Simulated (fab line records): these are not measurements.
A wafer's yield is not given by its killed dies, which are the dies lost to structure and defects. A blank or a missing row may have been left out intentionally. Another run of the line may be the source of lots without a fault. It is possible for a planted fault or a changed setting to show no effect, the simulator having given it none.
What tool caused it? | flow sky130 | 36 wafers from 12 lots sampled at 2 of the route's 708 steps

## WHAT THE GAUGES SHOWED, per wafer
SKY_SONOS_ONO_OVL_MEAS_14. Usual: for SONOS_ONO_OVL the level is 0.4 nm and the standard deviation is 1.3.
lot  | measured     | on         | SONOS_ONO_OVL (nm) | flag
L139 | day 13 06:50 | overlay-02 | -0.1 -1.5 -1.2     |
L141 | day 13 21:31 | overlay-02 | -0.4 2.2 -0.1      |
L142 | day 14 01:34 | overlay-02 | -0.2 -0.3 1.0      |
L143 | day 14 02:58 | overlay-02 | 2.2 3.1 1.9        |
L144 | day 14 10:55 | overlay-02 | -0.2 0.4 1.1       |
L146 | day 15 10:46 | overlay-01 | -2.9 -3.0 -1.3     |
L147 | day 15 15:43 | overlay-01 | -0.6 0.5 0.6       |
L149 | day 16 01:04 | overlay-02 | -1.1 -0.5 -0.1     |
L151 | day 16 15:58 | overlay-01 | 0.3 2.4 0.2        |
L152 | day 17 18:28 | overlay-02 | 0.4 1.0 2.0        |
L159 | day 19 23:22 | overlay-02 | 2.1 1.4 0.8        |
L160 | day 20 19:19 | overlay-01 | 1.5 -2.8 0.6       |

## EACH LOT AND THE TOOL THAT RAN IT (in order: tool; ch and the chambers of the sampled wafers; start)
lot  | SKY_DNWELL_STRIP_08
L139 | plasma_asher-02 ch 0,1, day 3 16:27
L141 | plasma_asher-04 ch 0,1, day 4 00:23
L142 | plasma_asher-04 ch 1, day 4 04:32
L143 | plasma_asher-02 ch 0,1, day 4 05:17
L144 | plasma_asher-02 ch 0,1, day 4 10:41
L146 | plasma_asher-02 ch 0,1, day 5 00:14
L147 | plasma_asher-02 ch 0,1, day 5 04:08
L149 | plasma_asher-02 ch 0,1, day 5 10:50
L151 | plasma_asher-04 ch 0,1, day 5 23:23
L152 | plasma_asher-02 ch 0,1, day 6 03:14
L159 | plasma_asher-04 ch 0,1, day 8 00:44
L160 | plasma_asher-04 ch 0,1, day 8 11:17
- SKY_DNWELL_STRIP_08: strips in O2/N2.

## AS READ BY THE TOOLS THEMSELVES (means over the sampled wafers that have a number; for cases with no such wafer, the mark the record gives instead)
SKY_DNWELL_STRIP_08. Usual: drypump_motor_current_A 5.55 A, standard deviation 0.19; oes_product_au 0.722 a.u., standard deviation 0.0052; strip_time_to_endpoint_s 36.93 s, standard deviation 0.092.
lot  | tool            | drypump_motor_current_A (A) | oes_product_au (a.u.) | strip_time_to_endpoint_s (s) | flag
L139 | plasma_asher-02 | 5.44                        | 0.721                 | 36.96                        |
L141 | plasma_asher-04 | 5.83                        | 0.724                 | 36.91                        |
L142 | plasma_asher-04 | 5.91                        | 0.722                 | 36.97                        |
L143 | plasma_asher-02 | 5.44                        | 0.719                 | 36.94                        |
L144 | plasma_asher-02 | 5.41                        | 0.724                 | 36.86                        |
L146 | plasma_asher-02 | 5.40                        | 0.723                 | 36.97                        |
L147 | plasma_asher-02 | 5.41                        | 0.726                 | 37.03                        |
L149 | plasma_asher-02 | 5.41                        | 0.720                 | 36.91                        |
L151 | plasma_asher-04 | 5.80                        | 0.722                 | 36.87                        |
L152 | plasma_asher-02 | 5.44                        | 0.720                 | 36.90                        |
L159 | plasma_asher-04 | 5.82                        | 0.726                 | 37.01                        |
L160 | plasma_asher-04 | 5.82                        | 0.722                 | 36.98                        |

## THE ANSWER, worked out from the rows above alone
Rule: a lot counts as off when the mean over its wafers that have a number is more than 3 standard deviations away from the usual mean. A lot without any number at a reading at which 4 lots or more have one is off too. The other lots that the step has rows for count as sound. First the gauges in route order, then the tools' own readings, where a lot's mean is used as printed above. The first step at which some lot is off is used, and at that step the reading that is off furthest; a lot without a number counts as furthest.
No lot is off on any of the readings shown, so nothing can be concluded from this.

## WHAT WAS PUT IN BY THE SIMULATOR
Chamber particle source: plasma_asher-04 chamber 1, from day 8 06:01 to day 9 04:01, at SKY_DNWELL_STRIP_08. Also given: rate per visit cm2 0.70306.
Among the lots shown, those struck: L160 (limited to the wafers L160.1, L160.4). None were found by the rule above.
